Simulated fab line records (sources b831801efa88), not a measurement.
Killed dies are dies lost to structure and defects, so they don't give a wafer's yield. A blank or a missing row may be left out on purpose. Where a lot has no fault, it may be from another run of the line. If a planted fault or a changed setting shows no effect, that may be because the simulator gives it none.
Code-filled problem report in 8D (eight disciplines) form	flow gf180mcu	the parts of the form that need people (team, actions taken, sign-off) are left out

## 1. WHAT IS WRONG
Mean of spin-speed-rpm at GF_SAB_COAT_04: 3153.1 rpm across 6 wafers in 2 lots; on wafers with no fault it is 3000.2 rpm (standard deviation 1.9). That puts it +80 standard deviations away from the usual mean.
The step: resist thk 1000 nm.
First observed at day 22 18:07: wafer L935.1, on litho-track-01. At this step, 39 wafers from 13 lots have a number in the record. By rule, "out" or "out of limits" means more than 4 standard deviations away from the usual mean. All remaining wafers that have a number are taken as sound.

## 2. WHAT THIS IS AND IS NOT
question	is	is not
which readings at this step	spin-speed-rpm	chill-plate-temp-C
which lots	L935, L936	L915, L917, L919, L920, L921, L922, L925, L928, L929, L934, L937
which wafers of those lots	all that have a number	-
read on which tools	litho-track-01	litho-track-02, litho-track-04
when	from day 22 18:07	up to then (30 sound wafers); but 3 sound wafers of L937 came after

## 3. THE SUSPECTS, EACH WITH WHAT RULES IT OUT
Counting: a tool at a process step up to the reading stays a suspect if it ran every lot that is out and no sound lot after the first of them.
- litho-track-01 at GF_SAB_COAT_04 (resist thk 1000 nm): kept. All lots that are out passed through it, beginning with L935 at day 22 18:07, and no sound lot followed; its final sound lot before that point was L934 at day 21 14:33. Out on those wafers are its own readings of spin-speed-rpm.
Left after counting: litho-track-01 at GF_SAB_COAT_04.

## 4. THE CAUSE (what the simulator had put in)
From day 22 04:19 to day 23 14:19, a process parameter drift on litho-track-01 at GF_SAB_COAT_04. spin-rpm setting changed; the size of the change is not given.
Counting left only this tool.

## 5. THE EFFECT CHAIN, in route order
Rows list readings where the struck wafers' mean (over those with a number) sits beyond 3 standard deviations from the usual. Scope: only readings with a usual standard deviation given in the record; hours: median across lots of the time from each lot's start at the first step in this table that gives one to its start at this step; sigmas: change in usual standard deviations.
hours	step	reading	usual	on struck wafers	change	sigmas
0	GF_SAB_COAT_04	spin-speed-rpm	3000.2 rpm	3153.1	+152.9	+80
13	GF_SAB_STRIP_13	strip-time-to-endpoint-s	12.59 s	12.26	-0.33	-9.7
The process steps in it:
- GF_SAB_COAT_04: resist thk 1000 nm.
- GF_SAB_STRIP_13: strips in O2/N2.
At these later measuring or inspecting steps, every struck wafer for which the step has a row has a number for every such reading, and none has moved that far: GF_M1_THK_MEAS_06, GF_M3_RS_MEAS_05, GF_M3_CD_MEAS_14.

## 6. WHAT WOULD HAVE CAUGHT IT SOONER
14 hours passed between the start of the fault at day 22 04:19 and the first reading out of limits in this record, taken at day 22 18:07.
